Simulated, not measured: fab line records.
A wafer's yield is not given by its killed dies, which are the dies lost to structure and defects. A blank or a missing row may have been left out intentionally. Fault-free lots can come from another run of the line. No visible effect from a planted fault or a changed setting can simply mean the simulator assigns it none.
fab line records	flow gf180mcu
[record] lots = 12	wafers = 36	last_day = 34
route steps=602 shown STI@13 NWELL@50 LVPWELL@138 M1@329 V1@349
lots untouched by any fault: they come from a run of this same line in which no faults occurred
start_h: the number of hours between the record's first day and the start of the first shown wafer of the lot	wait_h: hours from the lot's prior step to this one	" identical to the entry in the row above	L1.1+2: a row that stands for several wafers	- either no value or no given start	* or withheld: withheld	< > ~ a bound
route shown NAME@n: names a module that has steps shown in the file, with the first one's number in the route	usual: the fault-free wafers' mean and standard deviation	same: alike in all rows	chamber/n: place in a boat	sites: per-site readings	_std_site: the standard deviation of these	_edge_site: outer sites' mean less inner sites'	radius_mm: for every site, how far away it sits from the centre of the wafer	mask NAME#n: copy n	behind: the tool/chamber that last shaped the wafer	hold: why the lot was held/for how many hours/how that ended	device: which transistor (n, p or np) failed to switch	end of line: the same wafers' tests at the end of the route	a step without rows: its recipe alone	killed: at the first sort, the dies lost to defects and structure; wafer yield is something else	map: shows each die of a wafer: x if killed, . if not, _ if none is there
set.NAME: the setting that was run; set.NAME@STEP: the one run at that earlier step	model.NAME: the simulator's own value behind a step, which no gauge read
one table for each step of the route and one row for each wafer, over a sample of lots
services: from which hour (start_h, from the record's first day; less than 0 if before it) a tool's chamber was out of use, for how many hours, and why
[[steps]]
[step GF_STI_CD_MEAS_12]
[recipe] target_cd_nm = 220
[usual] cd_nm = 220.4/1.4
lot.wafer	tool	chamber	start_h	wait_h	cd_nm
L382.1	cd_sem-01	-	25.59	0.1	218.7
L382.3	"	-	"	"	220.4
L382.6	"	-	"	"	219.2
L385.1	cd_sem-01	-	40.42	0.1	218.0
L385.2	"	-	"	"	219.5
L385.3	"	-	"	"	218.7
L387.2	cd_sem-02	-	51.09	0.1	220.3
L387.3	"	-	"	"	219.8
L387.6	"	-	"	"	220.4
L388.1	cd_sem-01	-	56.38	0.1	218.4
L388.5	"	-	"	"	218.7
L388.6	"	-	"	"	218.9
L389.1	cd_sem-02	-	62.69	0.1	222.5
L389.4	"	-	"	"	221.6
L389.6	"	-	"	"	223.1
L392.3	cd_sem-01	-	76.83	0.1	221.2
L392.5	"	-	"	"	220.6
L392.6	"	-	"	"	220.2
L393.1	cd_sem-01	-	81.87	0.1	222.2
L393.3	"	-	"	"	221.8
L393.6	"	-	"	"	223.4
L394.1	cd_sem-02	-	86.88	0.1	222.4
L394.4	"	-	"	"	222.3
L394.5	"	-	"	"	222.9
L395.4	cd_sem-02	-	92.49	0.1	221.4
L395.5	"	-	"	"	221.3
L395.6	"	-	"	"	221.1
L398.2	cd_sem-01	-	107.94	0.1	219.7
L398.3	"	-	"	"	219.3
L398.4	"	-	"	"	219.2
L402.1	cd_sem-02	-	128.13	0.1	219.3
L402.2	"	-	"	"	220.7
L402.4	"	-	"	"	220.6
L404.3	cd_sem-02	-	138.92	0.1	219.6
L404.4	"	-	"	"	218.9
L404.5	"	-	"	"	219.1
[step GF_NWELL_IMPLANT_08]
[recipe] species = P	energy_kev = 450	dose_cm2 = 1.5e+13	tilt_deg = 0
[usual] dose_ions_cm2 = 1.4999e+13/1.8e+10	faraday_current_uA = 84.6/1.7
lot.wafer	tool	chamber	start_h	wait_h	dose_ions_cm2	faraday_current_uA
L382.1	implanter-01	0	54.81	0.0	1.4987e+13	83.8
L382.3	"	0	"	"	1.5005e+13	85.4
L382.6	"	0	"	"	1.4988e+13	83.1
L385.1	implanter-04	0	70.52	0.0	1.4966e+13	86.4
L385.2	"	0	"	"	1.4981e+13	87.0
L385.3	"	0	"	"	1.497e+13	86.0
L387.2	implanter-01	0	82.28	0.0	1.5009e+13	86.5
L387.3	"	0	"	"	1.5005e+13	86.2
L387.6	"	0	"	"	1.5001e+13	85.3
L388.1	implanter-03	0	87.27	0.0	1.4972e+13	83.5
L388.5	"	0	"	"	1.5008e+13	83.6
L388.6	"	0	"	"	1.4983e+13	87.9
L389.1	implanter-03	0	95.02	0.0	1.4998e+13	83.5
L389.4	"	0	"	"	1.4995e+13	83.9
L389.6	"	0	"	"	1.5019e+13	85.1
L392.3	implanter-04	0	111.12	0.1	1.5014e+13	82.7
L392.5	"	0	"	"	1.4983e+13	85.2
L392.6	"	0	"	"	1.498e+13	83.7
L393.1	implanter-01	0	117.42	0.0	1.5011e+13	82.5
L393.3	"	0	"	"	1.5031e+13	85.8
L393.6	"	0	"	"	1.4991e+13	82.2
L394.1	implanter-04	0	121.82	0.0	1.5001e+13	87.4
L394.4	"	0	"	"	1.5e+13	85.8
L394.5	"	0	"	"	1.4995e+13	87.3
L395.4	implanter-03	0	126.23	0.1	1.4991e+13	87.5
L395.5	"	0	"	"	1.4997e+13	83.4
L395.6	"	0	"	"	1.4998e+13	86.0
L398.2	implanter-03	0	142.73	0.0	1.498e+13	84.4
L398.3	"	0	"	"	1.5013e+13	82.6
L398.4	"	0	"	"	1.5001e+13	82.3
L402.1	implanter-03	0	163.76	0.0	1.7722e+13	98.6
L402.2	"	0	"	"	1.7724e+13	101.7
L402.4	"	0	"	"	1.774e+13	100.6
L404.3	implanter-03	0	176.26	0.1	1.7693e+13	102.3
L404.4	"	0	"	"	1.7735e+13	98.8
L404.5	"	0	"	"	1.7702e+13	99.3
[step GF_NWELL_TW_MEAS_11]
[usual] NWELL_TW = 1574/20
lot.wafer	tool	chamber	start_h	wait_h	NWELL_TW
L382.1	film_metro-03	-	55.21	0.1	1564
L382.3	"	-	"	"	1568
L382.6	"	-	"	"	1560
L385.1	film_metro-03	-	70.92	0.1	1555
L385.2	"	-	"	"	1561
L385.3	"	-	"	"	1558
L387.2	film_metro-01	-	82.67	0.1	1599
L387.3	"	-	"	"	1601
L387.6	"	-	"	"	1604
L388.1	film_metro-04	-	87.67	0.1	1572
L388.5	"	-	"	"	1556
L388.6	"	-	"	"	1566
L389.1	film_metro-01	-	95.42	0.1	1605
L389.4	"	-	"	"	1605
L389.6	"	-	"	"	1591
L392.3	film_metro-03	-	111.49	0.1	1551
L392.5	"	-	"	"	1547
L392.6	"	-	"	"	1548
L393.1	film_metro-03	-	117.82	0.1	1556
L393.3	"	-	"	"	1552
L393.6	"	-	"	"	1551
L394.1	film_metro-04	-	122.22	0.1	1564
L394.4	"	-	"	"	1569
L394.5	"	-	"	"	1572
L395.4	film_metro-03	-	126.59	0.1	1567
L395.5	"	-	"	"	1561
L395.6	"	-	"	"	1573
L398.2	film_metro-03	-	143.12	0.1	1554
L398.3	"	-	"	"	1561
L398.4	"	-	"	"	1567
L402.1	film_metro-03	-	164.16	0.1	1638
L402.2	"	-	"	"	1638
L402.4	"	-	"	"	1631
L404.3	film_metro-03	-	176.63	0.1	1630
L404.4	"	-	"	"	1624
L404.5	"	-	"	"	1628
[step GF_VT_IMPLANT_RS_MEAS_47]
[recipe] thk_meas_gauge = four-point-probe
[usual] NWELL_RS = 488.2/1.2
lot.wafer	tool	chamber	start_h	wait_h	hold	NWELL_RS[ohm/sq]
L382.1	film_metro-03	-	157.84	0.1	-	487.8
L382.3	"	-	"	"	-	487.2
L382.6	"	-	"	"	-	487.9
L385.1	film_metro-04	-	177.64	0.1	-	486.4
L385.2	"	-	"	"	-	488.5
L385.3	"	-	"	"	-	486.5
L387.2	film_metro-01	-	190.86	0.1	-	488.9
L387.3	"	-	"	"	-	488.5
L387.6	"	-	"	"	-	489.5
L388.1	film_metro-01	-	197.54	0.1	-	487.2
L388.5	"	-	"	"	-	489.3
L388.6	"	-	"	"	-	491.4
L389.1	film_metro-01	-	205.74	0.1	-	487.8
L389.4	"	-	"	"	-	487.8
L389.6	"	-	"	"	-	488.4
L392.3	film_metro-03	-	226.88	0.1	-	488.3
L392.5	"	-	"	"	-	489.1
L392.6	"	-	"	"	-	488.5
L393.1	film_metro-03	-	234.35	0.1	-	487.1
L393.3	"	-	"	"	-	489.7
L393.6	"	-	"	"	-	488.4
L394.1	film_metro-03	-	238.74	0.1	-	489.8
L394.4	"	-	"	"	-	488.7
L394.5	"	-	"	"	-	489.2
L395.4	film_metro-01	-	243.61	0.1	-	489.0
L395.5	"	-	"	"	-	487.2
L395.6	"	-	"	"	-	488.5
L398.2	film_metro-01	-	263.21	0.1	-	486.8
L398.3	"	-	"	"	-	486.3
L398.4	"	-	"	"	-	488.3
L402.1	film_metro-03	-	287.10	0.1	await_dispo/0.2h/release	445.8
L402.2	"	-	"	"	await_dispo/0.2h/release	447.9
L402.4	"	-	"	"	await_dispo/0.2h/release	445.9
L402.1	film_metro-03	-	287.46	0.3	-	445.9
L402.2	"	-	"	"	-	447.3
L402.4	"	-	"	"	-	446.9
L404.3	film_metro-01	-	300.78	0.1	await_dispo/0.2h/release	444.8
L404.4	"	-	"	"	await_dispo/0.2h/release	444.9
L404.5	"	-	"	"	await_dispo/0.2h/release	445.9
L404.3	film_metro-01	-	301.14	0.3	-	444.5
L404.4	"	-	"	"	-	445.5
L404.5	"	-	"	"	-	444.9
[step GF_VT_IMPLANT_RS_MEAS_48]
[recipe] thk_meas_gauge = four-point-probe
[usual] LVPWELL_RS = 1196/3.2
lot.wafer	tool	chamber	start_h	wait_h	hold	LVPWELL_RS[ohm/sq]
L382.1	film_metro-03	-	157.96	0.1	-	1199
L382.3	"	-	"	"	-	1194
L382.6	"	-	"	"	-	1197
L385.1	film_metro-04	-	177.76	0.1	-	1196
L385.2	"	-	"	"	-	1195
L385.3	"	-	"	"	-	1197
L387.2	film_metro-01	-	190.98	0.1	-	1200
L387.3	"	-	"	"	-	1197
L387.6	"	-	"	"	-	1200
L388.1	film_metro-01	-	197.66	0.1	-	1198
L388.5	"	-	"	"	-	1195
L388.6	"	-	"	"	-	1190
L389.1	film_metro-01	-	205.86	0.1	-	1194
L389.4	"	-	"	"	-	1195
L389.6	"	-	"	"	-	1192
L392.3	film_metro-03	-	227.00	0.1	-	1203
L392.5	"	-	"	"	-	1199
L392.6	"	-	"	"	-	1204
L393.1	film_metro-03	-	234.47	0.1	-	1199
L393.3	"	-	"	"	-	1197
L393.6	"	-	"	"	-	1197
L394.1	film_metro-03	-	238.86	0.1	-	1199
L394.4	"	-	"	"	-	1196
L394.5	"	-	"	"	-	1197
L395.4	film_metro-01	-	243.73	0.1	-	1192
L395.5	"	-	"	"	-	1193
L395.6	"	-	"	"	-	1194
L398.2	film_metro-01	-	263.33	0.1	-	1194
L398.3	"	-	"	"	-	1193
L398.4	"	-	"	"	-	1197
L402.1	film_metro-03	-	290.85	3.4	await_dispo/3.2h/release	1199
L402.2	"	-	"	"	await_dispo/3.2h/release	1199
L402.4	"	-	"	"	await_dispo/3.2h/release	1200
L404.3	film_metro-01	-	302.48	1.3	await_dispo/1.2h/release	1193
L404.4	"	-	"	"	await_dispo/1.2h/release	1195
L404.5	"	-	"	"	await_dispo/1.2h/release	1197
[step GF_M1_CD_MEAS_14]
[recipe] target_cd_nm = 230
[usual] cd_nm = 230.0/0.94
lot.wafer	tool	chamber	start_h	wait_h	cd_nm
L382.1	cd_sem-02	-	379.18	0.1	229.5
L382.3	"	-	"	"	229.2
L382.6	"	-	"	"	229.4
L385.1	cd_sem-01	-	409.82	0.1	230.4
L385.2	"	-	"	"	230.1
L385.3	"	-	"	"	230.2
L387.2	cd_sem-02	-	430.74	0.1	230.4
L387.3	"	-	"	"	229.1
L387.6	"	-	"	"	230.6
L388.1	cd_sem-01	-	445.87	0.1	230.5
L388.5	"	-	"	"	230.3
L388.6	"	-	"	"	229.1
L389.1	cd_sem-02	-	455.88	0.1	231.3
L389.4	"	-	"	"	229.9
L389.6	"	-	"	"	228.6
L392.3	cd_sem-02	-	492.16	0.1	230.1
L392.5	"	-	"	"	231.0
L392.6	"	-	"	"	231.6
L393.1	cd_sem-02	-	502.57	0.1	229.7
L393.3	"	-	"	"	229.3
L393.6	"	-	"	"	228.5
L394.1	cd_sem-02	-	503.07	0.1	229.4
L394.4	"	-	"	"	229.9
L394.5	"	-	"	"	230.7
L395.4	cd_sem-01	-	513.53	0.1	231.5
L395.5	"	-	"	"	230.6
L395.6	"	-	"	"	231.7
L398.2	cd_sem-01	-	535.09	0.1	229.9
L398.3	"	-	"	"	229.5
L398.4	"	-	"	"	229.6
L402.1	cd_sem-01	-	556.84	0.1	230.5
L402.2	"	-	"	"	230.2
L402.4	"	-	"	"	230.7
L404.3	cd_sem-01	-	571.21	0.1	229.4
L404.4	"	-	"	"	229.7
L404.5	"	-	"	"	229.5
[step GF_V1_CD_MEAS_14]
[recipe] target_cd_nm = 260
[usual] cd_nm = 259.7/1.3
lot.wafer	tool	chamber	start_h	wait_h	cd_nm
L382.1	cd_sem-02	-	404.17	0.1	260.9
L382.3	"	-	"	"	260.3
L382.6	"	-	"	"	260.9
L385.1	cd_sem-01	-	435.68	0.1	262.7
L385.2	"	-	"	"	261.5
L385.3	"	-	"	"	262.4
L387.2	cd_sem-01	-	456.25	0.1	261.2
L387.3	"	-	"	"	260.7
L387.6	"	-	"	"	260.4
L388.1	cd_sem-02	-	470.67	0.1	260.0
L388.5	"	-	"	"	260.3
L388.6	"	-	"	"	259.2
L389.1	cd_sem-01	-	481.78	0.1	257.6
L389.4	"	-	"	"	258.1
L389.6	"	-	"	"	258.2
L392.3	cd_sem-01	-	517.32	0.1	260.6
L392.5	"	-	"	"	260.6
L392.6	"	-	"	"	259.7
L393.1	cd_sem-01	-	527.28	0.1	259.1
L393.3	"	-	"	"	259.6
L393.6	"	-	"	"	259.4
L394.1	cd_sem-02	-	528.23	0.1	258.9
L394.4	"	-	"	"	257.5
L394.5	"	-	"	"	257.2
L395.4	cd_sem-01	-	538.05	0.1	259.3
L395.5	"	-	"	"	261.3
L395.6	"	-	"	"	259.0
L398.2	cd_sem-01	-	558.48	0.2	259.4
L398.3	"	-	"	"	260.8
L398.4	"	-	"	"	260.3
L402.1	cd_sem-02	-	579.97	0.1	261.8
L402.2	"	-	"	"	260.6
L402.4	"	-	"	"	261.8
L404.3	cd_sem-02	-	593.92	0.1	259.8
L404.4	"	-	"	"	260.6
L404.5	"	-	"	"	260.9
[[services]]
tool	chamber	start_h	hours	kind
implanter-01	-	31.31	9.1	repair
implanter-03	-	39.30	16.4	repair
implanter-03	-	55.67	5.2	pm
implanter-01	-	64.68	6.1	repair
implanter-04	-	76.10	4.8	pm
[[key]]
[first_sign] step = GF_NWELL_IMPLANT_08	reading = dose_ions_cm2	direction = up	sigmas = 99+	usual = 1.4999e+13	struck = 1.7719e+13
[effect] step = GF_NWELL_IMPLANT_08	reading = faraday_current_uA	direction = up	sigmas = 9.1	usual = 84.6	struck = 100.2
[effect] step = GF_NWELL_TW_MEAS_11	reading = NWELL_TW	direction = up	sigmas = 2.9	usual = 1574	struck = 1632
[effect] step = GF_VT_IMPLANT_RS_MEAS_47	reading = NWELL_RS	direction = down	sigmas = 34	usual = 488.2	struck = 445.9
met_at GF_NWELL_IMPLANT_08
struck_lots L402,L404
tester_left_out L402,L404
not_acting_at GF_STI_CD_MEAS_12,GF_M1_CD_MEAS_14,GF_V1_CD_MEAS_14
onset_between 142.73 163.76
[fault] kind = process_parameter_drift	tool = implanter-03	chamber = -	onset_h = 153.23	steps = GF_NWELL_IMPLANT_08	channel = dose_cm2	offset = 2.7181e+12	shape = step	end_h = 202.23	acts_in = these_recipes_only	stated = 1.5e+13
// tester_left_out: of these lots the tester's yield and bins aren't shown, on N5 and GAA mostly nor the transistor test; their killed dies are dies lost to structure and defects alone, not to doping, threshold or leakage, so they don't give the yield
